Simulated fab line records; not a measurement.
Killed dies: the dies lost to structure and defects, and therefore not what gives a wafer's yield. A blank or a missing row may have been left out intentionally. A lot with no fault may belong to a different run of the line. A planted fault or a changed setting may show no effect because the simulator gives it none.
fab line records	flow sky130
record: lots: 12	wafers: 36	lastDay: 50
route steps=708 shown CAP2M@605 PAD_OPEN@708
lots that met no fault: from a run of the same line without faults
startH: the number of hours between the record's first day and the start of the first shown wafer of the lot	waitH: hours from the lot's prior step to this one	" the same as in the row above	L1.1+2: a single row standing in for several wafers	- no value, or no start was given	* or withheld: withheld	< > ~ a bound
route shown NAME@n: NAME is a module with steps in the file, n the number in the route of the first one	usual: mean and standard deviation over wafers with no fault	same: alike in all rows	chamber/n: place in a boat	sites: each site's reading	_std_site: the values' standard deviation	_edge_site: outer sites' mean less inner sites'	radiusMm: for every site, how far away it sits from the centre of the wafer	mask NAME#n: copy n	behind: the most recent tool/chamber to have shaped the wafer	hold: the reason the lot was held/the length of the hold in hours/how it ended	device: which transistor (n, p or np) failed to switch	end of line: the route-end tests of the same wafers	a step with no rows: only its recipe	killed: the dies lost at the first sort to structure and to defects; this is not the yield of the wafer	map: shows each die of a wafer: x if killed, . if not, _ if none is there
set.NAME: the run value of the setting; set.NAME@STEP: its run value at that earlier step	model.NAME: the simulator's own value behind a step, which no gauge read
steps of the route over a sample of lots; a table a step, a row a wafer
services: a tool's chamber out of use, with start hour (startH, from the record's first day; less than 0 if before it), hours out, and reason
== steps ==
step: SKY_CAP2M_SPUTTER_02
recipe: material: TiN	targetThkNm: 200	tempC: 300	powerW: 6500	timeS: 166.7	chamberPressurePa: 0.4
usual: throttleValvePct: 29.4/1.1
lot.wafer	tool	chamber	startH	waitH	throttleValvePct
L867.1	pvdSputter-02	-	943.95	0.1	30.1
L867.2	"	-	"	"	27.3
L867.3	"	-	"	"	29.4
L868.2	pvdSputter-02	-	965.11	0.0	28.0
L868.3	"	-	"	"	29.4
L868.4	"	-	"	"	30.0
L869.1	pvdSputter-04	-	967.72	0.1	30.1
L869.4	"	-	"	"	29.2
L869.6	"	-	"	"	29.5
L872.1	pvdSputter-03	-	975.14	0.1	30.4
L872.2	"	-	"	"	29.7
L872.6	"	-	"	"	30.4
L873.1	pvdSputter-04	-	979.11	0.1	30.4
L873.4	"	-	"	"	27.8
L873.6	"	-	"	"	27.5
L871.2	pvdSputter-02	-	981.16	0.0	27.8
L871.5	"	-	"	"	29.0
L871.6	"	-	"	"	27.4
L875.1	pvdSputter-03	-	997.88	0.1	31.1
L875.2	"	-	"	"	30.0
L875.4	"	-	"	"	30.4
L877.1	pvdSputter-02	-	1009.25	0.1	29.6
L877.3	"	-	"	"	30.1
L877.5	"	-	"	"	27.6
L878.3	pvdSputter-02	-	1011.16	0.0	29.4
L878.4	"	-	"	"	27.6
L878.5	"	-	"	"	29.2
L879.3	pvdSputter-03	-	1017.16	0.0	29.7
L879.4	"	-	"	"	29.4
L879.5	"	-	"	"	30.2
L883.1	pvdSputter-03	-	1041.17	0.1	30.4
L883.4	"	-	"	"	29.4
L883.5	"	-	"	"	30.4
L890.2	pvdSputter-04	-	1075.72	0.0	29.2
L890.3	"	-	"	"	30.5
L890.6	"	-	"	"	27.5
step: SKY_CAP2M_RS_MEAS_03
recipe: thkMeasGauge: four-point-probe	reads: TiN_of_CAP2M_SPUTTER_02
usual: CAP2M_TIN_RS: 6.94/0.096
lot.wafer	tool	chamber	startH	waitH	CAP2M_TIN_RS[ohm/sq]
L867.1	filmMetro-02	-	944.06	0.1	6.95
L867.2	"	-	"	"	6.84
L867.3	"	-	"	"	6.91
L868.2	filmMetro-02	-	965.24	0.1	7.02
L868.3	"	-	"	"	7.03
L868.4	"	-	"	"	7.00
L869.1	filmMetro-01	-	967.83	0.1	6.95
L869.4	"	-	"	"	6.85
L869.6	"	-	"	"	6.91
L872.1	filmMetro-01	-	975.25	0.1	6.83
L872.2	"	-	"	"	6.82
L872.6	"	-	"	"	6.84
L873.1	filmMetro-04	-	979.22	0.1	6.98
L873.4	"	-	"	"	7.06
L873.6	"	-	"	"	7.03
L871.2	filmMetro-02	-	981.29	0.1	7.02
L871.5	"	-	"	"	7.03
L871.6	"	-	"	"	6.96
L875.1	filmMetro-04	-	997.99	0.1	7.08
L875.2	"	-	"	"	6.99
L875.4	"	-	"	"	6.91
L877.1	filmMetro-01	-	1009.36	0.1	7.09
L877.3	"	-	"	"	7.04
L877.5	"	-	"	"	7.04
L878.3	filmMetro-02	-	1011.31	0.1	7.04
L878.4	"	-	"	"	7.03
L878.5	"	-	"	"	7.00
L879.3	filmMetro-04	-	1017.31	0.1	6.75
L879.4	"	-	"	"	6.80
L879.5	"	-	"	"	6.79
L883.1	filmMetro-04	-	1041.28	0.1	4.27
L883.4	"	-	"	"	6.69
L883.5	"	-	"	"	6.72
L890.2	filmMetro-04	-	1075.85	0.1	6.92
L890.3	"	-	"	"	6.91
L890.6	"	-	"	"	7.09
step: SKY_CAP2M_THK_MEAS_04
recipe: thkMeasGauge: xrf	reads: TiN_of_CAP2M_SPUTTER_02
usual: CAP2M_TIN_THK: 200.1/2.7
lot.wafer	tool	chamber	startH	waitH	CAP2M_TIN_THK[nm]
L867.1	filmMetro-02	-	944.18	0.1	199.2
L867.2	"	-	"	"	202.7
L867.3	"	-	"	"	200.6
L868.2	filmMetro-02	-	965.35	0.1	198.0
L868.3	"	-	"	"	197.8
L868.4	"	-	"	"	198.8
L869.1	filmMetro-01	-	967.95	0.1	199.6
L869.4	"	-	"	"	202.0
L869.6	"	-	"	"	200.3
L872.1	filmMetro-01	-	975.37	0.1	202.1
L872.2	"	-	"	"	203.0
L872.6	"	-	"	"	202.3
L873.1	filmMetro-04	-	979.34	0.1	198.5
L873.4	"	-	"	"	196.1
L873.6	"	-	"	"	197.8
L871.2	filmMetro-02	-	981.40	0.1	197.6
L871.5	"	-	"	"	197.9
L871.6	"	-	"	"	199.8
L875.1	filmMetro-04	-	998.11	0.1	196.6
L875.2	"	-	"	"	198.3
L875.4	"	-	"	"	200.9
L877.1	filmMetro-01	-	1009.48	0.1	195.6
L877.3	"	-	"	"	196.6
L877.5	"	-	"	"	196.4
L878.3	filmMetro-02	-	1011.41	0.1	197.9
L878.4	"	-	"	"	198.5
L878.5	"	-	"	"	199.5
L879.3	filmMetro-04	-	1017.41	0.1	205.7
L879.4	"	-	"	"	204.4
L879.5	"	-	"	"	205.5
L883.1	filmMetro-04	-	1041.40	0.1	322.2
L883.4	"	-	"	"	208.3
L883.5	"	-	"	"	206.4
L890.2	filmMetro-04	-	1075.96	0.1	200.3
L890.3	"	-	"	"	201.1
L890.6	"	-	"	"	196.8
step: SKY_CAP2M_METAL_ETCH_13
recipe: targetDepthNm: 220	stopOn: SiO2	chemistry: Cl2/BCl3	target: TiN	pressureMtorr: 10	icpW: 900	biasW: 48.5	Cl2_flow_sccm: 60	bcl3FlowSccm: 30	timeS: 62.9
usual: biasW: 48.51/0.17	drypumpMotorCurrentA: 5.8/0.6	oesProductAu: 0.939/0.0088	throttleValvePct: 21.905/0.011
lot.wafer	tool	chamber	startH	waitH	biasW	drypumpMotorCurrentA	oesProductAu	rfHoursCounterH	throttleValvePct
L867.1	rieMetal-03	0	967.78	0.0	48.32	6.4	0.938	10	21.904
L867.2	"	1	"	"	48.57	5.1	0.951	18	21.902
L867.3	"	0	"	"	48.39	6.4	0.938	-	21.921
L868.2	rieMetal-02	1	988.58	0.0	48.13	6.0	0.927	11	21.912
L868.3	"	0	"	"	48.65	5.1	0.933	-	21.908
L868.4	"	1	"	"	48.53	6.0	0.939	-	21.893
L869.1	rieMetal-03	0	991.54	0.0	48.75	6.4	0.936	11	21.912
L869.4	"	1	"	"	48.74	5.1	0.947	-	21.912
L869.6	"	1	"	"	48.65	5.1	0.941	-	21.889
L872.1	rieMetal-04	0	998.19	0.0	48.47	6.6	0.949	17	21.885
L872.2	"	1	"	"	48.50	5.4	0.946	15	21.906
L872.6	"	0	"	"	48.56	6.5	0.949	-	21.909
L873.1	rieMetal-04	1	1001.70	0.0	48.46	5.4	0.931	15	21.913
L873.4	"	1	"	"	48.31	5.4	0.926	-	21.902
L873.6	"	1	"	"	48.53	5.4	0.936	-	21.915
L871.2	rieMetal-03	0	1003.83	0.0	48.51	6.4	0.931	12	21.908
L871.5	"	0	"	"	48.44	6.4	0.940	-	21.900
L871.6	"	1	"	"	48.72	5.1	0.940	-	21.909
L875.1	rieMetal-04	0	1021.33	0.0	48.59	6.6	0.928	19	21.909
L875.2	"	1	"	"	48.31	5.4	0.933	16	21.906
L875.4	"	1	"	"	48.28	5.5	0.942	-	21.908
L877.1	rieMetal-03	1	1031.94	0.0	48.62	5.1	0.924	22	21.922
L877.3	"	0	"	"	48.33	6.4	0.933	-	21.919
L877.5	"	0	"	"	48.61	6.4	0.925	-	21.913
L878.3	rieMetal-02	1	1033.82	0.0	48.56	6.0	0.924	-	21.917
L878.4	"	0	"	"	48.45	5.1	0.925	-	21.923
L878.5	"	0	"	"	48.50	5.1	0.932	-	21.909
L879.3	rieMetal-03	1	1039.47	0.0	48.35	5.1	0.950	-	21.880
L879.4	"	0	"	"	48.33	6.5	0.954	-	21.903
L879.5	"	0	"	"	48.52	6.5	0.955	-	21.884
L883.1	rieMetal-02	1	1062.94	0.0	48.74	6.0	1.006	16	21.855
L883.4	"	0	"	"	48.71	5.1	0.955	-	21.905
L883.5	"	1	"	"	48.69	6.0	0.945	-	21.894
L890.2	rieMetal-04	0	1097.08	0.0	48.35	6.5	0.943	24	21.906
L890.3	"	1	"	"	48.27	5.4	0.943	-	21.905
L890.6	"	0	"	"	48.26	6.5	0.933	-	21.909
step: SKY_PAD_OPEN_PROBE_99
usual: defectLimitedYield: 82.3/1.9	killed_at_M0_to_M3: 44/6.5	killed_at_M4_up: 3.3/1.9	killedAtContacts: 24/5.3	killedAtFrontEnd: 15/4.5	killedAtOther: 0.3/0.58	killedDies: 87/9.3	killedOnRim: 17/4.2	killedOpen: 48/6.6	killedShort: 39/6.1	sort_bin_3_pad_short: 0.9/0.46	sort_bin_5_function: 10.5/1.6	sort_bin_6_memory: 6.3/1.1	sortNPass: 405/9.3	sortYieldPct: 82.3/1.9
same: grossDies: 492	killedAtBackSide: 0	sort_bin_4_leakage[%]: 0	sort_bin_8_speed[%]: 0
lot.wafer	tool	chamber	startH	waitH	defectLimitedYield[%]	killed_at_M0_to_M3	killed_at_M4_up	killedAtContacts	killedAtFrontEnd	killedAtOther	killedDies	killedOnRim	killedOpen	killedShort	sort_bin_3_pad_short[%]	sort_bin_5_function[%]	sort_bin_6_memory[%]	sortNPass	sortYieldPct[%]
L875.1	prober-02	-	1133.83	0.1	82.9	45	3	15	21	0	84	17	45	39	1.4	10.2	5.5	408	82.9
L883.1	prober-01	-	1168.23	0.1	0	41	3	31	16	401	492	96	48	43	81.9	11.8	6.3	0	0
L883.4	prober-01	-	1168.38	0.2	81.7	39	1	35	14	1	90	18	50	40	0.8	10.6	6.9	402	81.7
L883.5	prober-01	-	1168.43	0.2	82.3	44	3	27	12	1	87	16	43	44	0.8	9.8	7.1	405	82.3
killed by level:class
L875.1 VIA1:geometricParticle:open=12 VIA2:geometricParticle:open=9 FIELD_ISO:geometricParticle:short=8 METAL2:geometricParticle:short=7 CONTACT:geometricParticle:short=6 CONTACT:geometricParticle:open=6 POLY_GATE:geometricParticle:short=4 VIA1:geometricParticle:short=4
L883.1 CAP2M:areaEtch=401 CONTACT:geometricParticle:open=11 VIA1:geometricParticle:open=9 VIA2:geometricParticle:open=8 LI_CONTACT:geometricParticle:open=7 LOCAL_INTERCONNECT:geometricParticle:short=7 METAL2:geometricParticle:short=5 VIA1:geometricParticle:short=4
L883.4 CONTACT:geometricParticle:open=11 LI_CONTACT:geometricParticle:open=10 VIA1:geometricParticle:open=8 LOCAL_INTERCONNECT:geometricParticle:short=6 CONTACT:geometricParticle:short=6 VIA3:geometricParticle:open=5 VIA1:geometricParticle:short=4 METAL2:geometricParticle:short=4
L883.5 LI_CONTACT:geometricParticle:open=9 VIA1:geometricParticle:open=9 VIA2:geometricParticle:open=7 LOCAL_INTERCONNECT:geometricParticle:short=6 METAL1:geometricParticle:short=6 VIA1:geometricParticle:short=5 METAL2:geometricParticle:short=5 CONTACT:geometricParticle:open=5
== services ==
tool	chamber	startH	hours	kind
pvdSputter-04	-	945.60	2.3	repair
rieMetal-03	-	974.54	2.8	pm
pvdSputter-04	-	1015.79	2.3	repair
rieMetal-03	1	1054.76	-	clean
rieMetal-03	1	1054.76	19.7	scheduledDown
rieMetal-03	1	1054.76	19.7	ventCycle
rieMetal-03	-	1059.09	14.6	pm
pvdSputter-02	-	1072.54	1.6	repair
rieMetal-03	-	1088.16	6.5	repair
rieMetal-02	-	1089.75	14.6	pm
== key ==
firstSign: step: SKY_CAP2M_RS_MEAS_03	reading: CAP2M_TIN_RS	direction: down	sigmas: 28	usual: 6.94	struck: 4.27
effect: step: SKY_CAP2M_THK_MEAS_04	reading: CAP2M_TIN_THK	direction: up	sigmas: 45	usual: 200.1	struck: 322.2
effect: step: SKY_CAP2M_METAL_ETCH_13	reading: oesProductAu	direction: up	sigmas: 7.5	usual: 0.939	struck: 1.006
effect: step: SKY_PAD_OPEN_PROBE_99	reading: killedAtOther	direction: up	sigmas: 99+	usual: 0.3	struck: 401
moreKillsBornAt: SKY_CAP2M_METAL_ETCH_13@rieMetal-02: 401
metAt SKY_CAP2M_SPUTTER_02
struckLots L883
struckWafers L883.1
laterRowsLeftOut L883.1
onsetBetween 1017.16 1041.17
fault: kind: processParameterDrift	tool: pvdSputter-03	chamber: -	onsetH: 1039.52	steps: SKY_CAP2M_SPUTTER_02	channel: targetThkNm	offset: 116.21	shape: step	endH: 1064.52	scope: struckWafersOnly	actsIn: theseRecipesOnly	stated: 200
laterRowsLeftOut: the simulator's readings of these wafers behind a module that went badly wrong aren't trusted and aren't shown, but for the sort
